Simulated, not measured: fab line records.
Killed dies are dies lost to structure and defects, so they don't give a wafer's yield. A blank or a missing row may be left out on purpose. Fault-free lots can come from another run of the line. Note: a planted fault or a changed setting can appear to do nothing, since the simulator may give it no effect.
Which of the tools did it?    flow sky130    11 lots with 33 wafers sampled at 2 steps, on a route of 708 steps

WHAT THE GAUGES SHOWED, per wafer
SKY_POLY_GATE_THK_MEAS_21.
lot   measured      on             POLY_GATE_OXIDATION_THK (nm)
L239  day 16 13:17  film_metro-03  4.03 3.91 4.00
L240  day 17 02:14  film_metro-02  4.09 4.11 4.05
L241  day 17 10:04  film_metro-03  3.99 3.99 3.82
L244  day 18 11:13  film_metro-02  3.96 3.94 3.92
L245  day 19 00:59  film_metro-01  4.04 3.96 4.04
L248  day 19 23:41  film_metro-02  4.03 4.04 4.00
L249  day 20 10:37  film_metro-03  3.97 3.98 3.99
L250  day 20 21:11  film_metro-03  3.90 3.92 3.88
L253  day 21 16:20  film_metro-03  3.99 3.98 3.94
L260  day 24 04:44  film_metro-01  3.55 3.59 3.62
L259  day 24 08:11  film_metro-02  3.57 3.53 3.62

EACH LOT AND THE TOOL THAT RAN IT (in order: tool; ch and the chambers of the sampled wafers; start)
lot   SKY_POLY_GATE_OXIDATION_20
L239  furnace-01 ch 0, day 16 12:02
L240  furnace-01 ch 0, day 17 00:58
L241  furnace-02 ch 0, day 17 08:49
L244  furnace-01 ch 0, day 18 09:58
L245  furnace-01 ch 0, day 18 23:44
L248  furnace-01 ch 0, day 19 22:26
L249  furnace-01 ch 0, day 20 09:22
L250  furnace-02 ch 0, day 20 19:55
L253  furnace-02 ch 0, day 21 15:04
L260  furnace-01 ch 0, day 24 03:29
L259  furnace-01 ch 0, day 24 06:56
- SKY_POLY_GATE_OXIDATION_20: stabilise 600 s, purge 300 s, target thk 4 nm.

THE ANSWER, worked out from the rows above alone
Rule: what is usual is taken from the lots themselves. Put in order of their means at a reading, lots are off if they are a third of the lots or fewer, leave a main group of 4 or more, and stand apart from it by a gap of 3 or more times the standard deviation of the main group's means; of several such gaps the widest counts. If all means in a main group match to the digits the tables above print for the reading, that group is not used. A lot without any number at a reading at which 4 lots or more have one is off too. The other lots that the step has rows for count as sound.
Off: L260, L259, at SKY_POLY_GATE_THK_MEAS_21 (POLY_GATE_OXIDATION_THK). The main group has a mean of 3.98 nm with a standard deviation of 0.052.
A tool fits if, at a process step before that reading, it ran every lot that is off, and no sound lot after the first of them. Those tools and the gauges at SKY_POLY_GATE_THK_MEAS_21 are tried in the same way. One candidate fits, namely furnace-01 at SKY_POLY_GATE_OXIDATION_20. A fault onset in the window from L249 (day 20 09:22, its last sound lot) to L260 (day 24 03:29, its first lot off) fits.

WHAT THE SIMULATOR HAD PUT IN
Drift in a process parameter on furnace-01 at SKY_POLY_GATE_OXIDATION_20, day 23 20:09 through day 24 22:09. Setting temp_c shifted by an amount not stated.
Lots struck among those shown: L260, L259. The rule above found the same.
